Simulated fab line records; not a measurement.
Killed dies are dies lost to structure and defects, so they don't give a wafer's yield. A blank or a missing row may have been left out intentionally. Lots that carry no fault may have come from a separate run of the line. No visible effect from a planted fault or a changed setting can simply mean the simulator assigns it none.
2 desks, one fault    flow gf180mcu    each desk has only its own numbers; what lay behind them comes last

## AT THE METROLOGY DESK
Means of the sampled wafers that have a number, per lot and without regard to the tool the lot ran on: this is what the gauges read. A lot is out of limits, marked OUT, if its mean lies more than 4 standard deviations from the usual mean; the brackets give that distance.
Columns: A = cd_nm at GF_STI_CD_MEAS_12, usual 220.0 nm; B = MVPSD_OVL at GF_MVPSD_OVL_MEAS_07, usual 0.6 nm; C = DUAL_GATE_OVL at GF_DUAL_GATE_OVL_MEAS_11, usual -0.5 nm
lot   first seen here  A      B     C
L117  day 2 01:05      220.3  -0.1  -1.5
L118  day 2 06:11      221.3  1.1   0.6
L120  day 2 17:07      219.3  -0.7  0.6
L121  day 2 22:22      219.5  2.5   0.7
L122  day 3 03:26      220.9  1.3   -2.4
L123  day 3 08:04      219.7  0.4   -1.1
L124  day 3 13:25      220.7  2.9   0.1
L126  day 4 01:38      220.5  1.3   -2.5
L127  day 4 04:29      219.1  1.1   -2.1
L128  day 4 10:31      219.9  0.5   -0.2
L130  day 4 20:32      219.9  0.9   -0.8
L132  day 5 06:28      219.2  0.8   0.4
L133  day 5 11:14      218.2  1.7   -1.8
L136  day 6 04:40      219.3  -0.3  0.0
This desk found nothing out of limits on any of the 14 lots.

## FOR THE TOOL OWNER'S DESK: wet_bench-03
The tool's own readings at GF_SAB_WET_ETCH_12 (etches SiO2 in dHF, target depth 22 nm, time 440 s): means of the sampled wafers that have a number, for each lot that ran on this tool. A lot is out of limits, marked OUT, if its mean lies more than 4 standard deviations from the usual mean; the brackets give that distance.
Columns: A = bath_heat_duty_pct at GF_SAB_WET_ETCH_12, usual 6.5 %; B = temp_c at GF_SAB_WET_ETCH_12, usual 25.01 C
lot   first seen here  A               B
L120  day 16 03:50     7.2             25.06
L122  day 16 22:32     6.1             25.07
L123  day 17 08:14     6.5             24.96
L127  day 18 18:41     6.6             25.00
L128  day 19 04:05     6.8             25.10
L130  day 19 20:52     5.8             25.07
L132  day 20 17:35     6.2             25.07
L133  day 20 22:08     0.0 (-8.8) OUT  18.18 (-75) OUT
L136  day 22 00:11     0.0 (-8.8) OUT  18.19 (-75) OUT
This desk's finding: out of limits on L133, L136; first on L133, day 20 22:08 (bath_heat_duty_pct at GF_SAB_WET_ETCH_12). L120, L122, L123, L127, L128, L130, L132: within limits.

## ALL TOGETHER
The tool owner's desk had the chance to raise an alarm at day 20 22:08 on L133, L136.
From the metrology desk's view, nothing was out of limits.
The metrology desk has L133, L136 on record, within its limits.
The lots listed all ran GF_SAB_WET_ETCH_12 on wet_bench-03.

## WHAT THE SIMULATOR HAD PUT IN
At GF_SAB_WET_ETCH_12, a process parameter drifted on wet_bench-03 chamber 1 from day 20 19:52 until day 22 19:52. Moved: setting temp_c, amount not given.
Struck lots among those shown: L133, L136.
Delay in hours, fault start to first out-of-limits reading, by desk: the tool owner's desk at 2.
